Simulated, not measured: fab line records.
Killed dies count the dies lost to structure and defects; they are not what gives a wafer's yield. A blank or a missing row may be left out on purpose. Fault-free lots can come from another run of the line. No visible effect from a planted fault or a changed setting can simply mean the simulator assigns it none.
Which tool is to blame? :: flow sky130 :: Sampling: 12 lots, 36 wafers, 5 of 708 route steps

== WHAT THE GAUGES SHOWED, per wafer ==
SKY_METAL1_RS_MEAS_05: measures by four-point-probe. Usual: for METAL1_ALCU_RS the level is 0.1272 ohm/sq and the standard deviation is 0.0012.
lot: L640
measured: day 31 11:58
on: film_metro-03
METAL1_ALCU_RS (ohm/sq): 0.1272 0.1281 0.1279
flag: 

lot: L641
measured: day 32 04:32
on: film_metro-03
METAL1_ALCU_RS (ohm/sq): 0.1242 0.1277 0.1255
flag: 

lot: L643
measured: day 33 12:38
on: film_metro-02
METAL1_ALCU_RS (ohm/sq): 0.1287 0.1279 0.1283
flag: 

lot: L647
measured: day 34 03:52
on: film_metro-04
METAL1_ALCU_RS (ohm/sq): 0.1286 0.1297 0.1286
flag: 

lot: L648
measured: day 34 08:43
on: film_metro-02
METAL1_ALCU_RS (ohm/sq): 0.1257 0.1252 0.1264
flag: 

lot: L652
measured: day 35 20:23
on: film_metro-04
METAL1_ALCU_RS (ohm/sq): 0.1239 0.1267 0.1263
flag: 

lot: L653
measured: day 35 23:44
on: film_metro-04
METAL1_ALCU_RS (ohm/sq): 0.1290 0.1283 0.1288
flag: 

lot: L654
measured: day 36 03:03
on: film_metro-04
METAL1_ALCU_RS (ohm/sq): 0.1267 0.1281 0.1263
flag: 

lot: L655
measured: day 36 14:06
on: film_metro-02
METAL1_ALCU_RS (ohm/sq): 0.1289 0.1272 0.1284
flag: 

lot: L658
measured: day 37 06:07
on: film_metro-02
METAL1_ALCU_RS (ohm/sq): 0.1262 0.1258 0.1273
flag: 

lot: L660
measured: day 38 05:20
on: film_metro-02
METAL1_ALCU_RS (ohm/sq): 0.1281 0.1287 0.1271
flag: 

lot: L663
measured: day 39 05:52
on: film_metro-04
METAL1_ALCU_RS (ohm/sq): 0.1264 0.1273 0.1281
flag: 

SKY_VIA1_THK_MEAS_01. Usual: for VIA1_HDPCVD_THK the level is 1027 nm and the standard deviation is 10.
lot: L640
measured: day 32 17:05
on: film_metro-04
VIA1_HDPCVD_THK (nm): 1043 1034 1030
flag: 

lot: L641
measured: day 33 08:40
on: film_metro-03
VIA1_HDPCVD_THK (nm): 1034 1023 1028
flag: 

lot: L643
measured: day 34 16:32
on: film_metro-03
VIA1_HDPCVD_THK (nm): 1015 1033 1022
flag: 

lot: L647
measured: day 35 08:00
on: film_metro-01
VIA1_HDPCVD_THK (nm): 1019 1031 1014
flag: 

lot: L648
measured: day 35 11:49
on: film_metro-04
VIA1_HDPCVD_THK (nm): 1022 1025 1030
flag: 

lot: L652
measured: day 36 23:04
on: film_metro-03
VIA1_HDPCVD_THK (nm): 1026 1025 1025
flag: 

lot: L653
measured: day 37 03:04
on: film_metro-03
VIA1_HDPCVD_THK (nm): 1017 1018 1021
flag: 

lot: L654
measured: day 37 06:07
on: film_metro-04
VIA1_HDPCVD_THK (nm): 511 1031 1030
flag: OFF

lot: L655
measured: day 37 17:01
on: film_metro-04
VIA1_HDPCVD_THK (nm): 499 1023 1029
flag: OFF

lot: L658
measured: day 38 09:26
on: film_metro-04
VIA1_HDPCVD_THK (nm): 1053 1036 1033
flag: 

lot: L660
measured: day 39 07:59
on: film_metro-04
VIA1_HDPCVD_THK (nm): 1021 1019 1004
flag: 

lot: L663
measured: day 40 07:32
on: film_metro-01
VIA1_HDPCVD_THK (nm): 1037 1018 1018
flag: 

== TOOL THAT RAN EACH LOT (tool first, then ch and the chambers of the sampled wafers, then the start) ==
lot: L640
SKY_METAL1_SPUTTER_01: pvd_sputter-01, day 31 11:50
SKY_METAL1_DESCUM_17: rie_metal-02 ch 0, day 32 15:28
SKY_VIA1_HDPCVD_00: hdpcvd-01 ch 0,1, day 32 16:59

lot: L641
SKY_METAL1_SPUTTER_01: pvd_sputter-02, day 32 04:25
SKY_METAL1_DESCUM_17: rie_metal-04 ch 0,1, day 33 07:43
SKY_VIA1_HDPCVD_00: hdpcvd-02 ch 0,1, day 33 08:33

lot: L643
SKY_METAL1_SPUTTER_01: pvd_sputter-02, day 33 12:31
SKY_METAL1_DESCUM_17: rie_metal-04 ch 0,1, day 34 15:38
SKY_VIA1_HDPCVD_00: hdpcvd-01 ch 1,2, day 34 16:25

lot: L647
SKY_METAL1_SPUTTER_01: pvd_sputter-02, day 34 03:45
SKY_METAL1_DESCUM_17: rie_metal-02 ch 0, day 35 06:56
SKY_VIA1_HDPCVD_00: hdpcvd-01 ch 0,1,2, day 35 07:53

lot: L648
SKY_METAL1_SPUTTER_01: pvd_sputter-01, day 34 08:34
SKY_METAL1_DESCUM_17: rie_metal-04 ch 0,1, day 35 10:55
SKY_VIA1_HDPCVD_00: hdpcvd-01 ch 0,2, day 35 11:41

lot: L652
SKY_METAL1_SPUTTER_01: pvd_sputter-01, day 35 20:16
SKY_METAL1_DESCUM_17: rie_metal-04 ch 0,1, day 36 22:10
SKY_VIA1_HDPCVD_00: hdpcvd-02 ch 0,1, day 36 22:57

lot: L653
SKY_METAL1_SPUTTER_01: pvd_sputter-01, day 35 23:38
SKY_METAL1_DESCUM_17: rie_metal-02 ch 0, day 37 02:11
SKY_VIA1_HDPCVD_00: hdpcvd-02 ch 0,2, day 37 02:58

lot: L654
SKY_METAL1_SPUTTER_01: pvd_sputter-02, day 36 02:56
SKY_METAL1_DESCUM_17: rie_metal-04 ch 0,1, day 37 05:13
SKY_VIA1_HDPCVD_00: hdpcvd-01 ch 0,1,2, day 37 06:00

lot: L655
SKY_METAL1_SPUTTER_01: pvd_sputter-04, day 36 13:59
SKY_METAL1_DESCUM_17: rie_metal-04 ch 0,1, day 37 16:05
SKY_VIA1_HDPCVD_00: hdpcvd-01 ch 0,1, day 37 16:54

lot: L658
SKY_METAL1_SPUTTER_01: pvd_sputter-02, day 37 06:01
SKY_METAL1_DESCUM_17: rie_metal-02 ch 0,1, day 38 08:29
SKY_VIA1_HDPCVD_00: hdpcvd-02 ch 0,2, day 38 09:16

lot: L660
SKY_METAL1_SPUTTER_01: pvd_sputter-04, day 38 05:11
SKY_METAL1_DESCUM_17: rie_metal-02 ch 0,1, day 39 06:59
SKY_VIA1_HDPCVD_00: hdpcvd-02 ch 0,1,2, day 39 07:50

lot: L663
SKY_METAL1_SPUTTER_01: pvd_sputter-01, day 39 05:44
SKY_METAL1_DESCUM_17: rie_metal-03 ch 0,1, day 40 06:34
SKY_VIA1_HDPCVD_00: hdpcvd-02 ch 0,1,2, day 40 07:25
- SKY_METAL1_SPUTTER_01: material TiN, target thk 20 nm, time 16.7 s.
- SKY_METAL1_DESCUM_17: chemistry O2, time 8 s.
- SKY_VIA1_HDPCVD_00: deposits SiO2, target thk 1030 nm, time 171.7 s.

== WHAT THE TOOLS THEMSELVES READ (means of the sampled wafers that have a number; where no wafer has one, the mark that the record gives instead) ==
SKY_METAL1_SPUTTER_01. Usual: 30.3 % for throttle_valve_pct, sd 1.2.
lot: L640
tool: pvd_sputter-01
throttle_valve_pct (%): 29.2
flag: 

lot: L641
tool: pvd_sputter-02
throttle_valve_pct (%): 31.0
flag: 

lot: L643
tool: pvd_sputter-02
throttle_valve_pct (%): 30.5
flag: 

lot: L647
tool: pvd_sputter-02
throttle_valve_pct (%): 31.1
flag: 

lot: L648
tool: pvd_sputter-01
throttle_valve_pct (%): 30.2
flag: 

lot: L652
tool: pvd_sputter-01
throttle_valve_pct (%): 29.8
flag: 

lot: L653
tool: pvd_sputter-01
throttle_valve_pct (%): 30.8
flag: 

lot: L654
tool: pvd_sputter-02
throttle_valve_pct (%): 31.7
flag: 

lot: L655
tool: pvd_sputter-04
throttle_valve_pct (%): 28.7
flag: 

lot: L658
tool: pvd_sputter-02
throttle_valve_pct (%): 30.9
flag: 

lot: L660
tool: pvd_sputter-04
throttle_valve_pct (%): 29.1
flag: 

lot: L663
tool: pvd_sputter-01
throttle_valve_pct (%): 29.9
flag: 

SKY_METAL1_DESCUM_17. Usual: drypump_motor_current_A 5.3 A, standard deviation 0.39; oes_product_au 1.000 a.u., standard deviation 0.0077.
lot: L640
tool: rie_metal-02
drypump_motor_current_A (A): 5.3
oes_product_au (a.u.): 0.995
flag: 

lot: L641
tool: rie_metal-04
drypump_motor_current_A (A): 4.8
oes_product_au (a.u.): 1.006
flag: 

lot: L643
tool: rie_metal-04
drypump_motor_current_A (A): 4.8
oes_product_au (a.u.): 1.004
flag: 

lot: L647
tool: rie_metal-02
drypump_motor_current_A (A): 5.3
oes_product_au (a.u.): 0.996
flag: 

lot: L648
tool: rie_metal-04
drypump_motor_current_A (A): 4.8
oes_product_au (a.u.): 1.008
flag: 

lot: L652
tool: rie_metal-04
drypump_motor_current_A (A): 4.8
oes_product_au (a.u.): 1.007
flag: 

lot: L653
tool: rie_metal-02
drypump_motor_current_A (A): 5.3
oes_product_au (a.u.): 1.002
flag: 

lot: L654
tool: rie_metal-04
drypump_motor_current_A (A): 4.9
oes_product_au (a.u.): 1.001
flag: 

lot: L655
tool: rie_metal-04
drypump_motor_current_A (A): 4.8
oes_product_au (a.u.): 1.000
flag: 

lot: L658
tool: rie_metal-02
drypump_motor_current_A (A): 5.5
oes_product_au (a.u.): 1.008
flag: 

lot: L660
tool: rie_metal-02
drypump_motor_current_A (A): 5.7
oes_product_au (a.u.): 1.001
flag: 

lot: L663
tool: rie_metal-03
drypump_motor_current_A (A): 5.5
oes_product_au (a.u.): 0.993
flag: 

SKY_VIA1_HDPCVD_00. Usual: 59.99 sccm for sih4_flow_sccm, sd 0.19.
lot: L640
tool: hdpcvd-01
sih4_flow_sccm (sccm): 60.08
flag: 

lot: L641
tool: hdpcvd-02
sih4_flow_sccm (sccm): 59.91
flag: 

lot: L643
tool: hdpcvd-01
sih4_flow_sccm (sccm): 60.09
flag: 

lot: L647
tool: hdpcvd-01
sih4_flow_sccm (sccm): 60.02
flag: 

lot: L648
tool: hdpcvd-01
sih4_flow_sccm (sccm): 60.12
flag: 

lot: L652
tool: hdpcvd-02
sih4_flow_sccm (sccm): 59.82
flag: 

lot: L653
tool: hdpcvd-02
sih4_flow_sccm (sccm): 60.03
flag: 

lot: L654
tool: hdpcvd-01
sih4_flow_sccm (sccm): 50.22
flag: OFF

lot: L655
tool: hdpcvd-01
sih4_flow_sccm (sccm): 50.19
flag: OFF

lot: L658
tool: hdpcvd-02
sih4_flow_sccm (sccm): 59.65
flag: 

lot: L660
tool: hdpcvd-02
sih4_flow_sccm (sccm): 59.95
flag: 

lot: L663
tool: hdpcvd-02
sih4_flow_sccm (sccm): 60.02
flag: 

== THE ANSWER, worked out from the rows above alone ==
Rule: lot off if the mean of its wafers having a number is beyond 3 standard deviations from the usual mean. Also off: a lot with no number at a reading for which 4 or more lots have one. All remaining lots with rows at the step are treated as sound. First the gauges in route order, then the tools' own readings, where a lot's mean is used as printed above. The first step at which some lot is off is used, and at that step the reading that is off furthest; a lot without a number counts as furthest.
Off: L654, L655, seen at SKY_VIA1_THK_MEAS_01 (VIA1_HDPCVD_THK).
A tool fits if, at a process step before that reading, it ran every lot that is off, and no sound lot after the first of them. The gauges at SKY_VIA1_THK_MEAS_01 aren't tried: what is off there is off at SKY_VIA1_HDPCVD_00 too, on other tools, and a gauge's error can't cause that. This does not decide it: 2 tools fit, namely rie_metal-04 at SKY_METAL1_DESCUM_17 and hdpcvd-01 at SKY_VIA1_HDPCVD_00.

== WHAT THE SIMULATOR HAD INSERTED ==
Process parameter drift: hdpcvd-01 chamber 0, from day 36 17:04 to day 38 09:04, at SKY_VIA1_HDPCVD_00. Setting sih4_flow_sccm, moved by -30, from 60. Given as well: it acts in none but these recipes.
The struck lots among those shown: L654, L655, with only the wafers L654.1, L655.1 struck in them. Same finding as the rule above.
